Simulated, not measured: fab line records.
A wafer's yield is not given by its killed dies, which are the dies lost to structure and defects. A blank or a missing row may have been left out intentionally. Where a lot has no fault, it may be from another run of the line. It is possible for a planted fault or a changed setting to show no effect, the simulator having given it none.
Which tool did it? ; flow gf180mcu ; 33 wafers from 11 lots sampled at 5 of the route's 602 steps

== WHAT THE GAUGES SHOWED, per wafer ==
GF_V1_THK_MEAS_01.
lot;measured;on;V1_CVD_00_THK (nm)
L723;day 17 08:02;film metro-01;599 596 601
L724;day 17 10:19;film metro-01;596 601 592
L726;day 18 01:58;film metro-04;599 600 602
L729;day 21 03:41;film metro-04;593 590 600
L732;day 21 10:25;film metro-03;611 605 604
L734;day 22 01:20;film metro-01;603 601 605
L738;day 23 18:25;film metro-03;599 596 609
L739;day 24 04:40;film metro-01;599 598 593
L740;day 24 21:29;film metro-03;602 601 595
L742;day 25 05:17;film metro-01;599 597 600
L743;day 25 17:15;film metro-01;586 581 607

GF_V1_BOW_MEAS_05.
lot;measured;on;V1_BOW (um)
L723;day 17 08:32;film metro-01;79 81 85
L724;day 17 10:48;film metro-03;75 99 90
L726;day 18 02:28;film metro-03;73 90 93
L729;day 21 04:12;film metro-03;77 86 81
L732;day 21 10:55;film metro-04;83 78 88
L734;day 22 01:49;film metro-01;81 87 84
L738;day 23 18:55;film metro-03;91 90 89
L739;day 24 05:10;film metro-01;92 78 94
L740;day 24 21:59;film metro-01;86 87 72
L742;day 25 05:47;film metro-03;93 86 95
L743;day 25 17:45;film metro-01;89 90 73

GF_V1_RS_MEAS_24: a four-point-probe measurement.
lot;measured;on;V1_W_RS (ohm/sq)
L723;day 18 10:02;film metro-04;0.325 0.325 0.324
L724;day 18 11:43;film metro-04;0.328 0.325 0.327
L726;day 19 04:13;film metro-03;0.325 0.325 0.326
L729;day 22 05:47;film metro-01;0.326 0.326 0.321
L732;day 22 11:45;film metro-01;0.331 0.326 0.508
L734;day 23 02:07;film metro-04;0.326 0.322 0.508
L738;day 24 17:57;film metro-01;0.322 0.317 0.322
L739;day 25 03:53;film metro-03;0.319 0.329 0.323
L740;day 25 20:19;film metro-03;0.320 0.324 0.326
L742;day 26 03:46;film metro-03;0.331 0.333 0.329
L743;day 26 15:19;film metro-04;0.326 0.326 0.330

GF_V1_THK_MEAS_25: measures by xrf.
lot;measured;on;V1_W_THK (nm)
L723;day 18 10:08;film metro-04;360 359 359
L724;day 18 11:49;film metro-04;353 359 355
L726;day 19 04:20;film metro-03;358 361 360
L729;day 22 05:53;film metro-01;360 354 363
L732;day 22 11:52;film metro-01;353 356 228
L734;day 23 02:14;film metro-04;357 359 229
L738;day 24 18:04;film metro-01;361 366 359
L739;day 25 04:01;film metro-03;365 355 357
L740;day 25 20:26;film metro-03;364 361 357
L742;day 26 03:53;film metro-03;354 353 355
L743;day 26 15:26;film metro-04;356 357 350

== WHICH TOOL RAN EACH LOT (tool, then ch and the chambers of the sampled wafers, then the start) ==
lot;GF_V1_CVD_23
L723;cvd w-02 ch 0,1, day 18 09:54
L724;cvd w-02 ch 0,1, day 18 11:35
L726;cvd w-02 ch 0,1, day 19 04:05
L729;cvd w-01 ch 0,1, day 22 05:41
L732;cvd w-02 ch 0,1, day 22 11:38
L734;cvd w-02 ch 0,1, day 23 02:00
L738;cvd w-01 ch 0,1, day 24 17:49
L739;cvd w-01 ch 0,1, day 25 03:47
L740;cvd w-01 ch 0,1, day 25 20:11
L742;cvd w-02 ch 0,1, day 26 03:38
L743;cvd w-02 ch 0,1, day 26 15:11
- GF_V1_CVD_23: deposits W, target thk 350 nm, time 105.05 s.

== AS READ BY THE TOOLS THEMSELVES (means over the sampled wafers that have a number; for cases with no such wafer, the mark the record gives instead) ==
GF_V1_CVD_23.
lot;tool;chamber pressure Torr (Torr);heater power w (W)
L723;cvd w-02;39.91;796
L724;cvd w-02;39.89;804
L726;cvd w-02;39.92;797
L729;cvd w-01;39.93;986
L732;cvd w-02;40.01;801
L734;cvd w-02;40.00;804
L738;cvd w-01;39.91;963
L739;cvd w-01;40.06;969
L740;cvd w-01;39.97;990
L742;cvd w-02;40.03;811
L743;cvd w-02;39.93;795

== THE ANSWER, worked out from the rows above alone ==
Rule: the lots themselves supply what counts as usual. Put in order of their means at a reading, lots are off if they are a third of the lots or fewer, leave a main group of 4 or more, and stand apart from it by a gap of 3 or more times the standard deviation of the main group's means; of several such gaps the widest counts. A main group whose means are all the same, to the digits that the tables above print for the reading, isn't used. Also off: a lot with no number at a reading for which 4 or more lots have one. The other lots that the step has rows for count as sound. The gauges are gone through in route order, then the tools' own readings, and for those a lot's mean is taken as printed above. The first step at which some lot is off is used, and at that step the reading that is off furthest; a lot without a number counts as furthest.
Off: at GF_V1_RS_MEAS_24 (V1_W_RS), L732, L734. Mean 0.325 ohm/sq and standard deviation 0.0028 in the main group.
If a tool, at a process step before that reading, ran all the lots that are off and no sound lot after the first of them, it fits. Gauges at GF_V1_RS_MEAS_24: tried the same way as those tools. None of those tried fits.

== WHAT THE SIMULATOR PUT IN ==
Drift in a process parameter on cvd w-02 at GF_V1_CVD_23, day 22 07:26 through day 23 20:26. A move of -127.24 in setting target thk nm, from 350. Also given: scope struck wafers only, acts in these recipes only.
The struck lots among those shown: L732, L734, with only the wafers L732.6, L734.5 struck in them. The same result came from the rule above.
